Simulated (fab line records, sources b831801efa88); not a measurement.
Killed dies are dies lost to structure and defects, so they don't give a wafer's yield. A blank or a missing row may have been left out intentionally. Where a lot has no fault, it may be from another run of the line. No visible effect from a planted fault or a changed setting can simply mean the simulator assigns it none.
Which tool is to blame? / flow gf180mcu / 36 wafers from 12 lots sampled at 4 of the route's 602 steps

WHAT THE GAUGES SHOWED, per wafer
GF_M1_RS_MEAS_05: measurement is done with a four-point probe.
lot=L893; measured=day 16 18:10; on=filmMetro-01; M1_ALCU_RS (ohm/sq)=0.0696 0.0696 0.0690
lot=L894; measured=day 17 05:55; on=filmMetro-03; M1_ALCU_RS (ohm/sq)=0.0698 0.0692 0.0695
lot=L895; measured=day 17 10:19; on=filmMetro-03; M1_ALCU_RS (ohm/sq)=0.0691 0.0689 0.0689
lot=L896; measured=day 18 01:32; on=filmMetro-03; M1_ALCU_RS (ohm/sq)=0.0693 0.0701 0.0702
lot=L897; measured=day 18 10:46; on=filmMetro-03; M1_ALCU_RS (ohm/sq)=0.0691 0.0694 0.0703
lot=L898; measured=day 18 15:13; on=filmMetro-03; M1_ALCU_RS (ohm/sq)=0.0700 0.0704 0.0695
lot=L899; measured=day 19 03:23; on=filmMetro-04; M1_ALCU_RS (ohm/sq)=0.0701 0.0701 0.0700
lot=L900; measured=day 19 11:09; on=filmMetro-04; M1_ALCU_RS (ohm/sq)=0.0691 0.0698 0.0694
lot=L910; measured=day 23 02:06; on=filmMetro-04; M1_ALCU_RS (ohm/sq)=0.0696 0.0697 0.0692
lot=L911; measured=day 23 05:12; on=filmMetro-04; M1_ALCU_RS (ohm/sq)=0.0691 0.0690 0.0696
lot=L912; measured=day 23 14:17; on=filmMetro-01; M1_ALCU_RS (ohm/sq)=0.0697 0.0698 0.0701
lot=L913; measured=day 23 22:53; on=filmMetro-04; M1_ALCU_RS (ohm/sq)=0.0695 0.0690 0.0690

WHICH TOOL RAN EACH LOT (tool, then ch and the chambers of the sampled wafers, then the start)
lot=L893; GF_DNWELL_STRIP_08=plasmaAsher-02 ch 0,1, day 3 04:50; GF_NWELL_STRIP_10=plasmaAsher-02 ch 0, day 3 17:04; GF_SAB_STRIP_13=plasmaAsher-02 ch 0,1, day 15 17:32
lot=L894; GF_DNWELL_STRIP_08=plasmaAsher-02 ch 0,1, day 3 09:59; GF_NWELL_STRIP_10=plasmaAsher-02 ch 0, day 3 22:47; GF_SAB_STRIP_13=plasmaAsher-01 ch 1, day 16 05:14
lot=L895; GF_DNWELL_STRIP_08=plasmaAsher-04 ch 0,1, day 3 15:38; GF_NWELL_STRIP_10=plasmaAsher-02 ch 0,1, day 4 05:14; GF_SAB_STRIP_13=plasmaAsher-04 ch 0,1, day 16 09:13
lot=L896; GF_DNWELL_STRIP_08=plasmaAsher-04 ch 0,1, day 3 21:23; GF_NWELL_STRIP_10=plasmaAsher-03 ch 0,1, day 4 10:46; GF_SAB_STRIP_13=plasmaAsher-01 ch 0,1, day 16 22:31
lot=L897; GF_DNWELL_STRIP_08=plasmaAsher-03 ch 0,1, day 4 02:29; GF_NWELL_STRIP_10=plasmaAsher-02 ch 0,1, day 4 15:59; GF_SAB_STRIP_13=plasmaAsher-02 ch 0,1, day 17 07:58
lot=L898; GF_DNWELL_STRIP_08=plasmaAsher-04 ch 1, day 4 07:26; GF_NWELL_STRIP_10=plasmaAsher-01 ch 0,1, day 4 21:08; GF_SAB_STRIP_13=plasmaAsher-01 ch 0,1, day 17 12:37
lot=L899; GF_DNWELL_STRIP_08=plasmaAsher-02 ch 0,1, day 4 12:53; GF_NWELL_STRIP_10=plasmaAsher-03 ch 0,1, day 5 03:44; GF_SAB_STRIP_13=plasmaAsher-02 ch 0,1, day 18 00:38
lot=L900; GF_DNWELL_STRIP_08=plasmaAsher-03 ch 0,1, day 4 16:50; GF_NWELL_STRIP_10=plasmaAsher-01 ch 0,1, day 5 07:28; GF_SAB_STRIP_13=plasmaAsher-02 ch 0,1, day 18 08:12
lot=L910; GF_DNWELL_STRIP_08=plasmaAsher-02 ch 0,1, day 7 00:53; GF_NWELL_STRIP_10=plasmaAsher-01 ch 1, day 7 16:50; GF_SAB_STRIP_13=plasmaAsher-04 ch 0, day 21 23:32
lot=L911; GF_DNWELL_STRIP_08=plasmaAsher-02 ch 0,1, day 7 04:14; GF_NWELL_STRIP_10=plasmaAsher-03 ch 0,1, day 7 20:47; GF_SAB_STRIP_13=plasmaAsher-04 ch 1, day 22 02:53
lot=L912; GF_DNWELL_STRIP_08=plasmaAsher-04 ch 0,1, day 7 09:20; GF_NWELL_STRIP_10=plasmaAsher-01 ch 0,1, day 8 01:07; GF_SAB_STRIP_13=plasmaAsher-01 ch 0,1, day 22 12:50
lot=L913; GF_DNWELL_STRIP_08=plasmaAsher-02 ch 0,1, day 7 15:41; GF_NWELL_STRIP_10=plasmaAsher-01 ch 0,1, day 8 08:05; GF_SAB_STRIP_13=plasmaAsher-01 ch 0,1, day 22 21:23
- GF_DNWELL_STRIP_08: strips in O2/N2.
- GF_NWELL_STRIP_10: strips in O2/N2.
- GF_SAB_STRIP_13: strips in O2/N2.

WHAT THE TOOLS THEMSELVES READ (means of the sampled wafers that have a number; where no wafer has one, the mark that the record gives instead)
GF_DNWELL_STRIP_08.
lot=L893; tool=plasmaAsher-02; drypumpMotorCurrentA (A)=5.9; heaterPowerW (W)=302; oesProductAu (a.u.)=0.721; stripTimeToEndpointS (s)=36.91
lot=L894; tool=plasmaAsher-02; drypumpMotorCurrentA (A)=5.9; heaterPowerW (W)=297; oesProductAu (a.u.)=0.721; stripTimeToEndpointS (s)=36.92
lot=L895; tool=plasmaAsher-04; drypumpMotorCurrentA (A)=6.6; heaterPowerW (W)=322; oesProductAu (a.u.)=0.722; stripTimeToEndpointS (s)=36.87
lot=L896; tool=plasmaAsher-04; drypumpMotorCurrentA (A)=6.6; heaterPowerW (W)=329; oesProductAu (a.u.)=0.723; stripTimeToEndpointS (s)=36.82
lot=L897; tool=plasmaAsher-03; drypumpMotorCurrentA (A)=5.7; heaterPowerW (W)=309; oesProductAu (a.u.)=0.723; stripTimeToEndpointS (s)=36.84
lot=L898; tool=plasmaAsher-04; drypumpMotorCurrentA (A)=6.6; heaterPowerW (W)=327; oesProductAu (a.u.)=0.723; stripTimeToEndpointS (s)=37.10
lot=L899; tool=plasmaAsher-02; drypumpMotorCurrentA (A)=5.9; heaterPowerW (W)=300; oesProductAu (a.u.)=0.972; stripTimeToEndpointS (s)=-
lot=L900; tool=plasmaAsher-03; drypumpMotorCurrentA (A)=5.7; heaterPowerW (W)=305; oesProductAu (a.u.)=0.721; stripTimeToEndpointS (s)=37.18
lot=L910; tool=plasmaAsher-02; drypumpMotorCurrentA (A)=5.9; heaterPowerW (W)=302; oesProductAu (a.u.)=0.720; stripTimeToEndpointS (s)=36.98
lot=L911; tool=plasmaAsher-02; drypumpMotorCurrentA (A)=5.9; heaterPowerW (W)=326; oesProductAu (a.u.)=0.718; stripTimeToEndpointS (s)=37.08
lot=L912; tool=plasmaAsher-04; drypumpMotorCurrentA (A)=6.6; heaterPowerW (W)=321; oesProductAu (a.u.)=0.724; stripTimeToEndpointS (s)=36.88
lot=L913; tool=plasmaAsher-02; drypumpMotorCurrentA (A)=5.9; heaterPowerW (W)=318; oesProductAu (a.u.)=0.718; stripTimeToEndpointS (s)=36.99

GF_NWELL_STRIP_10.
lot=L893; tool=plasmaAsher-02; drypumpMotorCurrentA (A)=5.81; heaterPowerW (W)=346; oesProductAu (a.u.)=0.725; stripTimeToEndpointS (s)=36.92
lot=L894; tool=plasmaAsher-02; drypumpMotorCurrentA (A)=5.83; heaterPowerW (W)=341; oesProductAu (a.u.)=0.723; stripTimeToEndpointS (s)=36.99
lot=L895; tool=plasmaAsher-02; drypumpMotorCurrentA (A)=5.86; heaterPowerW (W)=320; oesProductAu (a.u.)=0.725; stripTimeToEndpointS (s)=36.91
lot=L896; tool=plasmaAsher-03; drypumpMotorCurrentA (A)=5.56; heaterPowerW (W)=286; oesProductAu (a.u.)=0.721; stripTimeToEndpointS (s)=36.89
lot=L897; tool=plasmaAsher-02; drypumpMotorCurrentA (A)=5.86; heaterPowerW (W)=324; oesProductAu (a.u.)=0.724; stripTimeToEndpointS (s)=36.85
lot=L898; tool=plasmaAsher-01; drypumpMotorCurrentA (A)=5.53; heaterPowerW (W)=306; oesProductAu (a.u.)=0.722; stripTimeToEndpointS (s)=36.96
lot=L899; tool=plasmaAsher-03; drypumpMotorCurrentA (A)=5.56; heaterPowerW (W)=286; oesProductAu (a.u.)=0.724; stripTimeToEndpointS (s)=38.54
lot=L900; tool=plasmaAsher-01; drypumpMotorCurrentA (A)=5.53; heaterPowerW (W)=308; oesProductAu (a.u.)=0.722; stripTimeToEndpointS (s)=36.99
lot=L910; tool=plasmaAsher-01; drypumpMotorCurrentA (A)=5.99; heaterPowerW (W)=354; oesProductAu (a.u.)=0.720; stripTimeToEndpointS (s)=36.86
lot=L911; tool=plasmaAsher-03; drypumpMotorCurrentA (A)=5.56; heaterPowerW (W)=285; oesProductAu (a.u.)=0.723; stripTimeToEndpointS (s)=36.80
lot=L912; tool=plasmaAsher-01; drypumpMotorCurrentA (A)=5.76; heaterPowerW (W)=324; oesProductAu (a.u.)=0.724; stripTimeToEndpointS (s)=36.95
lot=L913; tool=plasmaAsher-01; drypumpMotorCurrentA (A)=5.75; heaterPowerW (W)=327; oesProductAu (a.u.)=0.721; stripTimeToEndpointS (s)=36.78

GF_SAB_STRIP_13.
lot=L893; tool=plasmaAsher-02; drypumpMotorCurrentA (A)=5.9; heaterPowerW (W)=298; oesProductAu (a.u.)=0.713; stripTimeToEndpointS (s)=12.63
lot=L894; tool=plasmaAsher-01; drypumpMotorCurrentA (A)=6.0; heaterPowerW (W)=352; oesProductAu (a.u.)=0.712; stripTimeToEndpointS (s)=12.64
lot=L895; tool=plasmaAsher-04; drypumpMotorCurrentA (A)=6.6; heaterPowerW (W)=320; oesProductAu (a.u.)=0.709; stripTimeToEndpointS (s)=12.65
lot=L896; tool=plasmaAsher-01; drypumpMotorCurrentA (A)=5.6; heaterPowerW (W)=299; oesProductAu (a.u.)=0.711; stripTimeToEndpointS (s)=12.60
lot=L897; tool=plasmaAsher-02; drypumpMotorCurrentA (A)=5.9; heaterPowerW (W)=321; oesProductAu (a.u.)=0.707; stripTimeToEndpointS (s)=12.60
lot=L898; tool=plasmaAsher-01; drypumpMotorCurrentA (A)=5.5; heaterPowerW (W)=299; oesProductAu (a.u.)=0.710; stripTimeToEndpointS (s)=12.57
lot=L899; tool=plasmaAsher-02; drypumpMotorCurrentA (A)=5.9; heaterPowerW (W)=296; oesProductAu (a.u.)=0.709; stripTimeToEndpointS (s)=12.59
lot=L900; tool=plasmaAsher-02; drypumpMotorCurrentA (A)=5.9; heaterPowerW (W)=297; oesProductAu (a.u.)=0.712; stripTimeToEndpointS (s)=12.67
lot=L910; tool=plasmaAsher-04; drypumpMotorCurrentA (A)=6.6; heaterPowerW (W)=319; oesProductAu (a.u.)=0.711; stripTimeToEndpointS (s)=12.62
lot=L911; tool=plasmaAsher-04; drypumpMotorCurrentA (A)=6.6; heaterPowerW (W)=323; oesProductAu (a.u.)=0.708; stripTimeToEndpointS (s)=12.68
lot=L912; tool=plasmaAsher-01; drypumpMotorCurrentA (A)=5.5; heaterPowerW (W)=298; oesProductAu (a.u.)=0.709; stripTimeToEndpointS (s)=12.65
lot=L913; tool=plasmaAsher-01; drypumpMotorCurrentA (A)=5.8; heaterPowerW (W)=325; oesProductAu (a.u.)=0.710; stripTimeToEndpointS (s)=12.57

THE ANSWER, worked out from the rows above alone
Rule: the lots themselves supply what counts as usual. The widest of any qualifying gaps counts: lots, ordered by their means at a reading, are off when they make up no more than a third of the lots, leave a main group of 4 or more, and stand apart from it by 3 or more times the standard deviation of that group's means. If all means in a main group match to the digits the tables above print for the reading, that group is not used. A lot without any number at a reading at which 4 lots or more have one is off too. Any other lot the step has rows for is counted as sound. Order of review: gauges by route order, followed by the tools' own readings, for which a lot's mean as printed above is used. At the first step where some lot is off, the reading lying furthest off is the one used; lots without a number count as furthest.
Off: L899 (GF_DNWELL_STRIP_08, stripTimeToEndpointS). Without a number there: L899. For the main group the mean is 36.96 s and the standard deviation 0.11.
If a tool, at that step or one of the process steps before it, ran each lot that is off and ran no sound lot following the first of them, it fits. None of those tried fits.

WHAT THE SIMULATOR PUT IN
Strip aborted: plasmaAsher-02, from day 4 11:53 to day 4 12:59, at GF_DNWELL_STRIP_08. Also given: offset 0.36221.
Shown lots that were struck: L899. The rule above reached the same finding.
